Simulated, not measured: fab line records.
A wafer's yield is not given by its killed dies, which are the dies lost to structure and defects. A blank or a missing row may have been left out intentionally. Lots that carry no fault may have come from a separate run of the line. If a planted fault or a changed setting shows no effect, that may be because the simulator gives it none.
Code-filled problem report in 8D (eight disciplines) form ; flow sky130 ; the parts of the form that need people (team, actions taken, sign-off) are left out

== 1. THE ISSUE ==
runLengthS at SKY_POLY_CUT_SOFTBAKE_04 reads a mean of 111.29 s on 4 wafers of 2 lots; wafers without a fault read 119.28 s with a standard deviation of 0.14. Measured from the usual mean, that is -57 standard deviations.
The step: time 90 s.
Earliest sighting: wafer L321.4 on lithoTrack-03 at day 27 13:00. The record has a number at this step for 41 wafers belonging to 14 lots. Rule for "out" (also "out of limits"): further than 4 standard deviations from the usual mean. The other wafers with a number count as sound.

== 2. WHAT IT IS, AND WHAT IT ISN'T ==
question;is;is not
which readings at this step;runLengthS, heaterPowerTotalW;resistLineTempC
which lots;L321, L324;L310, L311, L312, L313, L314, L316, L317, L325, L328, L331, L332, L333
which wafers of those lots;L321.4, L321.5, L324.4, L324.5;L324.2
read on which tools;lithoTrack-03;lithoTrack-01, lithoTrack-02
when;from day 27 13:00;"up to then (21 sound wafers); but 16 sound wafers of L324, L325, L328, L331, L332, L333 came after"

== 3. THE SUSPECTS, EACH WITH WHAT RULES IT OUT ==
Counting: a tool at a process step up to the reading stays a suspect if it ran every lot that is out. Sound lots after the first of them don't rule it out here, since some wafers of a struck lot are sound.
- lithoTrack-03 at SKY_POLY_CUT_SOFTBAKE_04 (time 90 s): kept. It processed each lot that is out (first: L321, day 27 13:00); up to then, its last sound lot is L317 (day 26 09:00). Out on those wafers are its own readings of heaterPowerTotalW, runLengthS.
Left after counting: lithoTrack-03 at SKY_POLY_CUT_SOFTBAKE_04.

== 4. THE CAUSE (what the simulator had put in) ==
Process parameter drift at SKY_POLY_CUT_SOFTBAKE_04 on lithoTrack-03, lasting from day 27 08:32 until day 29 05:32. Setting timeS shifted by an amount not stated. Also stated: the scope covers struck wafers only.
Counting left only this tool.

== 5. SEQUENCE OF EFFECTS, ordered by route ==
Each row: a reading where the mean over the struck wafers with a number is more than 3 standard deviations away from the usual. Only readings whose record carries a usual standard deviation are examined. hours: median over the lots of the time between each lot's start at the first step of this table that gives one and its start at this step. sigmas: the change, counted in usual standard deviations.
hours;step;reading;usual;on struck wafers;change;sigmas
0;SKY_POLY_CUT_SOFTBAKE_04;heaterPowerTotalW;57.36 W;59.11;+1.75;+15
0;SKY_POLY_CUT_SOFTBAKE_04;runLengthS;119.28 s;111.29;-7.99;-57
Its process steps:
- SKY_POLY_CUT_SOFTBAKE_04: time 90 s.
Later measuring or inspecting steps at which every struck wafer that the step has a row for has a number for every such reading, and none has moved that far: SKY_RES_XHIGH_TW_MEAS_09, SKY_SD_N_OVL_MEAS_08.

== 6. WHAT WOULD HAVE CAUGHT IT SOONER ==
In this record no reading fell out of limits until day 27 13:00, 4 hours after the fault had begun at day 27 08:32.
